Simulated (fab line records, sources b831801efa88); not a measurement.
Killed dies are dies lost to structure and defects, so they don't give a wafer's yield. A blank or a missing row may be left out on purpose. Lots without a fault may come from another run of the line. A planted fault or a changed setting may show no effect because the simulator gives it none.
Which tool did it? | flow gf180mcu | 14 lots, 42 wafers sampled, at 4 steps of a route of 602

WHAT THE GAUGES READ, wafer by wafer
GF_M2_OVL_MEAS_15.
lot  | measured     | on         | M2_OVL (nm)
L746 | day 19 14:30 | overlay-01 | -4 -9 -4
L747 | day 19 19:53 | overlay-01 | -3 -5 -2
L748 | day 20 11:45 | overlay-01 | -11 -3 -5
L749 | day 21 05:21 | overlay-01 | 1 -3 -3
L751 | day 22 05:49 | overlay-02 | -12 -7 -11
L753 | day 22 09:49 | overlay-02 | -11 -8 -6
L754 | day 22 22:17 | overlay-02 | -6 -4 -6
L756 | day 23 09:00 | overlay-02 | -3 -14 -5
L755 | day 23 14:08 | overlay-02 | -2 1 -3
L760 | day 24 20:19 | overlay-01 | 0 -8 -7
L762 | day 25 13:29 | overlay-01 | 1 -7 -2
L766 | day 26 16:31 | overlay-01 | -3 -1 -1
L767 | day 26 20:45 | overlay-02 | 0 -5 -7
L769 | day 27 11:45 | overlay-01 | 6 -6 -7

GF_V2_CD_MEAS_14: target cd 260 nm.
lot  | measured     | on        | cd_nm (nm)
L746 | day 20 16:00 | cd_sem-02 | 259.5 260.7 261.5
L747 | day 20 21:57 | cd_sem-02 | 258.2 259.3 259.0
L748 | day 21 14:17 | cd_sem-02 | 261.6 261.2 260.2
L749 | day 22 07:08 | cd_sem-01 | 261.6 261.5 261.3
L751 | day 23 06:53 | cd_sem-01 | 259.0 258.3 258.3
L753 | day 23 10:37 | cd_sem-02 | 260.4 260.4 260.5
L754 | day 23 22:43 | cd_sem-01 | 258.9 259.1 260.0
L756 | day 24 09:32 | cd_sem-01 | 260.6 260.9 260.4
L755 | day 24 14:19 | cd_sem-02 | 260.3 258.7 259.6
L760 | day 25 19:21 | cd_sem-02 | 260.1 259.7 259.8
L762 | day 26 11:57 | cd_sem-01 | 261.0 261.4 262.4
L766 | day 27 15:05 | cd_sem-01 | 261.6 260.9 261.4
L767 | day 27 19:23 | cd_sem-01 | 259.1 258.6 258.0
L769 | day 28 09:51 | cd_sem-02 | 261.3 262.0 261.8

WHICH TOOL RAN EACH LOT (tool, then ch and the chambers of the sampled wafers, then the start)
lot  | GF_VT_IMPLANT_IMPLANT_08        | GF_M1_SPUTTER_04
L746 | implanter-01 ch 0, day 5 16:15  | pvd_sputter-04, day 16 10:57
L747 | implanter-01 ch 0, day 5 21:19  | pvd_sputter-02, day 16 16:30
L748 | implanter-01 ch 0, day 6 09:19  | pvd_sputter-04, day 17 07:25
L749 | implanter-03 ch 0, day 6 19:26  | pvd_sputter-04, day 18 00:02
L751 | implanter-03 ch 0, day 7 11:56  | pvd_sputter-04, day 19 00:49
L753 | implanter-01 ch 0, day 7 15:15  | pvd_sputter-04, day 19 05:21
L754 | implanter-04 ch 0, day 7 22:29  | pvd_sputter-02, day 19 16:57
L756 | implanter-04 ch 0, day 8 08:32  | pvd_sputter-03, day 20 05:11
L755 | implanter-03 ch 0, day 8 10:21  | pvd_sputter-02, day 20 10:32
L760 | implanter-01 ch 0, day 9 09:37  | pvd_sputter-04, day 21 19:38
L762 | implanter-01 ch 0, day 9 21:45  | pvd_sputter-04, day 22 13:20
L766 | implanter-03 ch 0, day 10 19:37 | pvd_sputter-02, day 23 19:13
L767 | implanter-03 ch 0, day 11 03:35 | pvd_sputter-02, day 23 23:38
L769 | implanter-03 ch 0, day 11 15:04 | pvd_sputter-03, day 24 16:19
- GF_VT_IMPLANT_IMPLANT_08
- GF_M1_SPUTTER_04: material TiN, target thk 50 nm, time 41.7 s.

WHAT THE TOOLS THEMSELVES READ (means of the sampled wafers that have a number; where no wafer has one, the mark that the record gives instead)
GF_VT_IMPLANT_IMPLANT_08.
lot  | tool         | faraday_current_uA | tilt_deg (degrees)
L746 | implanter-01 | 44.5               | 6.995
L747 | implanter-01 | 43.8               | 6.991
L748 | implanter-01 | 44.2               | 6.984
L749 | implanter-03 | 45.1               | 7.019
L751 | implanter-03 | 44.1               | 7.009
L753 | implanter-01 | 44.9               | 7.002
L754 | implanter-04 | 44.7               | 6.973
L756 | implanter-04 | 44.5               | 7.001
L755 | implanter-03 | 44.8               | 7.007
L760 | implanter-01 | 44.7               | 5.999
L762 | implanter-01 | 44.9               | 6.011
L766 | implanter-03 | 44.1               | 6.988
L767 | implanter-03 | 44.9               | 6.993
L769 | implanter-03 | 44.5               | 6.972

GF_M1_SPUTTER_04.
lot  | tool           | throttle_valve_pct (%)
L746 | pvd_sputter-04 | 30.1
L747 | pvd_sputter-02 | 30.7
L748 | pvd_sputter-04 | 30.5
L749 | pvd_sputter-04 | 29.7
L751 | pvd_sputter-04 | 30.1
L753 | pvd_sputter-04 | 29.9
L754 | pvd_sputter-02 | 30.2
L756 | pvd_sputter-03 | 29.5
L755 | pvd_sputter-02 | 30.6
L760 | pvd_sputter-04 | 30.3
L762 | pvd_sputter-04 | 30.4
L766 | pvd_sputter-02 | 31.0
L767 | pvd_sputter-02 | 30.7
L769 | pvd_sputter-03 | 30.4

THE ANSWER, worked out from the rows above alone
Rule: what is usual is taken from the lots themselves. Put in order of their means at a reading, lots are off if they are a third of the lots or fewer, leave a main group of 4 or more, and stand apart from it by a gap of 3 or more times the standard deviation of the main group's means; of several such gaps the widest counts. A main group whose means are all the same, to the digits that the tables above print for the reading, isn't used. A lot without any number at a reading at which 4 lots or more have one is off too. The other lots that the step has rows for count as sound. The gauges are gone through in route order, then the tools' own readings, and for those a lot's mean is taken as printed above. The first step at which some lot is off is used, and at that step the reading that is off furthest; a lot without a number counts as furthest.
Off: L760, L762, at GF_VT_IMPLANT_IMPLANT_08 (tilt_deg). The main group: mean 6.995 degrees, standard deviation 0.014.
A tool fits if, at that step or a process step before it, it ran every lot that is off, and no sound lot after the first of them. One fits: implanter-01 at GF_VT_IMPLANT_IMPLANT_08. Its last sound lot is L753 (day 7 15:15), its first lot that is off L760 (day 9 09:37): a fault that began between those two fits.
The tool's own readings at GF_VT_IMPLANT_IMPLANT_08 bear it out: on the lots that are off they differ by more than 5 times the standard deviation of the sound lots' means. tilt_deg reads 6.005 degrees there against 6.995 degrees on the sound lots.

WHAT THE SIMULATOR HAD PUT IN
Process parameter drift: implanter-01, from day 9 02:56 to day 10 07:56, at GF_VT_IMPLANT_IMPLANT_08. Setting tilt_deg, moved by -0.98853, from 7. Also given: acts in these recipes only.
Lots struck among those shown: L760, L762. The rule above found the same.
